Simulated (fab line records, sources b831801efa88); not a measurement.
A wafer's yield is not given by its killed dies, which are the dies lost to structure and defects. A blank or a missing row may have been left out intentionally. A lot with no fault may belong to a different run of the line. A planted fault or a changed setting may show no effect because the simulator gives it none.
Chamber matching / flow sky130 / SKY_VIA1_ETCH_14 on rie_diel-01 has 4 sister chambers
The step etches BARC in N2/H2, stops on SiO2, time 45.9 s, target depth 60 nm. 8 wafers are shown with their chamber, then 8 later ones without.

EACH WAFER AND ITS CHAMBER
wafer=L927.6; chamber=3; drypump_motor_current_A (A)=6.0; oes_product_au (a.u.)=0.856
wafer=L929.2; chamber=3; drypump_motor_current_A (A)=5.9; oes_product_au (a.u.)=0.859
wafer=L935.5; chamber=1; drypump_motor_current_A (A)=5.4; oes_product_au (a.u.)=0.853
wafer=L935.6; chamber=2; drypump_motor_current_A (A)=5.9; oes_product_au (a.u.)=0.856
wafer=L942.3; chamber=1; drypump_motor_current_A (A)=5.4; oes_product_au (a.u.)=0.851
wafer=L942.4; chamber=0; drypump_motor_current_A (A)=5.6; oes_product_au (a.u.)=0.857
wafer=L942.5; chamber=2; drypump_motor_current_A (A)=5.9; oes_product_au (a.u.)=0.861
wafer=L946.2; chamber=0; drypump_motor_current_A (A)=5.6; oes_product_au (a.u.)=0.860

WAFERS WHOSE CHAMBER IS MISSING
wafer=L946.3; drypump_motor_current_A (A)=5.4; oes_product_au (a.u.)=0.852
wafer=L946.5; drypump_motor_current_A (A)=6.0; oes_product_au (a.u.)=0.858
wafer=L947.1; drypump_motor_current_A (A)=5.4; oes_product_au (a.u.)=0.850
wafer=L947.4; drypump_motor_current_A (A)=5.4; oes_product_au (a.u.)=0.850
wafer=L947.5; drypump_motor_current_A (A)=5.9; oes_product_au (a.u.)=0.847
wafer=L948.2; drypump_motor_current_A (A)=5.9; oes_product_au (a.u.)=0.849
wafer=L948.4; drypump_motor_current_A (A)=5.9; oes_product_au (a.u.)=0.852
wafer=L948.5; drypump_motor_current_A (A)=5.6; oes_product_au (a.u.)=0.852

WHICH CHAMBER EACH ONE RAN IN
wafer=L946.3; from the rows above=1; in truth=1
wafer=L946.5; from the rows above=can't be placed: 3 or 2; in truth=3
wafer=L947.1; from the rows above=1; in truth=1
wafer=L947.4; from the rows above=1; in truth=1
wafer=L947.5; from the rows above=can't be placed: 3 or 2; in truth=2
wafer=L948.2; from the rows above=can't be placed: 3 or 2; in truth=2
wafer=L948.4; from the rows above=can't be placed: 3 or 2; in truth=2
wafer=L948.5; from the rows above=0; in truth=0
4 of 8 placed correctly. Not placeable from these rows: 4 (in 4, the candidates include the true chamber). 0 placed wrongly.
How it was worked out, from the rows above alone: a wafer's distance from a chamber is the root of the sum, over the readings, of the square of ((its reading less the chamber's mean) divided by the reading's scatter). The wafer belongs to the nearest chamber; if the next one is less than 2 further off, it can't be placed. For every chamber, the mean is computed from those of its wafers that are shown. The scatter is the square root of a quotient: the sum, over the shown wafers, of each reading's squared deviation from its chamber's mean, divided by wafers minus chambers.
